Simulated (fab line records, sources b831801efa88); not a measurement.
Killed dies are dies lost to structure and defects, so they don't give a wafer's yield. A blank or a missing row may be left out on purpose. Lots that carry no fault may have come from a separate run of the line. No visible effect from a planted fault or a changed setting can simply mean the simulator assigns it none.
Check of tool commonality + flow sky130 + 12 lots and 42 wafers in the sample

## REASON IT WAS OPENED
At SKY_SD_N_RS_MEAS_16 the reading SD_N_RS is flagged on 2 of 12 lots. Wafers without a fault read 68.45 ohm/sq, standard deviation 0.12.
Rule: flag the lot when none of its wafers has a number, or when each of its wafers that has one lies beyond 4 standard deviations from that mean. All remaining lots are regarded as sound.

| lot  | measured     | on            | SD_N_RS (ohm/sq), wafer by wafer    | flag    |
|------|--------------|---------------|-------------------------------------|---------|
| L611 | day 29 15:19 | film-metro-01 | 68.47 68.39 68.50                   |         |
| L612 | day 29 18:42 | film-metro-01 | 68.48 68.61 68.59                   |         |
| L613 | day 29 20:11 | film-metro-01 | 68.29 68.53 68.48                   |         |
| L616 | day 30 03:16 | film-metro-01 | 73.79 73.64 73.76 73.67 73.74 73.80 | FLAGGED |
| L618 | day 30 22:50 | film-metro-02 | 73.69 73.73 73.80 73.73 73.89 73.86 | FLAGGED |
| L621 | day 32 00:48 | film-metro-02 | 68.52 68.49 68.39                   |         |
| L624 | day 33 10:37 | film-metro-01 | 68.57 68.49 68.39                   |         |
| L623 | day 33 12:42 | film-metro-01 | 68.36 68.39 68.22                   |         |
| L628 | day 33 23:51 | film-metro-03 | 68.50 68.35 68.35                   |         |
| L630 | day 34 18:43 | film-metro-01 | 68.51 68.41 68.23                   |         |
| L631 | day 35 01:01 | film-metro-01 | 68.45 68.33 68.39                   |         |
| L632 | day 35 05:12 | film-metro-01 | 68.32 68.22 68.16                   |         |
On average the flagged lots' numbers are 73.76 ohm/sq, which is +5.31 ohm/sq against the usual, or +44 standard deviations.

## WHICH TOOL EACH LOT WENT THROUGH
The record keeps 1 process step preceding the reading, out of 708 steps on the route. Cell contents, in order: the tool; ch with the chambers the sampled wafers went through; the start.
| lot  | flag    | SKY_SD_N_RTA_14                  |
|------|---------|----------------------------------|
| L611 |         | rtp-anneal-02 ch 0, day 29 15:08 |
| L612 |         | rtp-anneal-01 ch 0, day 29 18:31 |
| L613 |         | rtp-anneal-02 ch 0, day 29 19:57 |
| L616 | FLAGGED | rtp-anneal-01 ch 0, day 30 03:05 |
| L618 | FLAGGED | rtp-anneal-01 ch 0, day 30 22:38 |
| L621 |         | rtp-anneal-02 ch 0, day 32 00:38 |
| L624 |         | rtp-anneal-01 ch 0, day 33 10:26 |
| L623 |         | rtp-anneal-01 ch 0, day 33 12:30 |
| L628 |         | rtp-anneal-01 ch 0, day 33 23:40 |
| L630 |         | rtp-anneal-01 ch 0, day 34 18:32 |
| L631 |         | rtp-anneal-02 ch 0, day 35 00:49 |
| L632 |         | rtp-anneal-01 ch 0, day 35 05:02 |
What is done by these steps:
- SKY_SD_N_RTA_14: time 2 s.
- SKY_SD_N_RS_MEAS_16: measures by four-point-probe.

## FLAGGED AGAINST TOTAL, ONE TOOL AT A TIME (gauges that did the reading follow at the end)
| step                | tool          | lots run | flagged | share of the flagged lots | sound lots run after its first flagged lot |
|---------------------|---------------|----------|---------|---------------------------|--------------------------------------------|
| SKY_SD_N_RTA_14     | rtp-anneal-01 | 8        | 2       | all                       | 5 (L624,L623,L628,L630,L632)               |
| SKY_SD_N_RTA_14     | rtp-anneal-02 | 4        | 0       | none                      | -                                          |
| SKY_SD_N_RS_MEAS_16 | film-metro-01 | 9        | 1       | some                      | 5 (L624,L623,L630,L631,L632)               |
| SKY_SD_N_RS_MEAS_16 | film-metro-02 | 2        | 1       | some                      | 1 (L621)                                   |
| SKY_SD_N_RS_MEAS_16 | film-metro-03 | 1        | 0       | none                      | -                                          |

## THE TABLE: WHAT IT ALLOWS
All flagged lots share 1 row of the table, namely rtp-anneal-01 at SKY_SD_N_RTA_14.
- rtp-anneal-01 at SKY_SD_N_RTA_14: 2 of its 8 lots flagged. Sound lots ran on it after the first flagged one (L624, L623, L628, L630, L632), which a lasting fault on the whole tool wouldn't allow. Its own readings (lamp-power-pct) fall more than 4 standard deviations out on all wafers of the flagged lots.
Every row of the table either missed a flagged lot or ran a sound lot after the first.

## WHAT THE SIMULATOR HAD INSERTED
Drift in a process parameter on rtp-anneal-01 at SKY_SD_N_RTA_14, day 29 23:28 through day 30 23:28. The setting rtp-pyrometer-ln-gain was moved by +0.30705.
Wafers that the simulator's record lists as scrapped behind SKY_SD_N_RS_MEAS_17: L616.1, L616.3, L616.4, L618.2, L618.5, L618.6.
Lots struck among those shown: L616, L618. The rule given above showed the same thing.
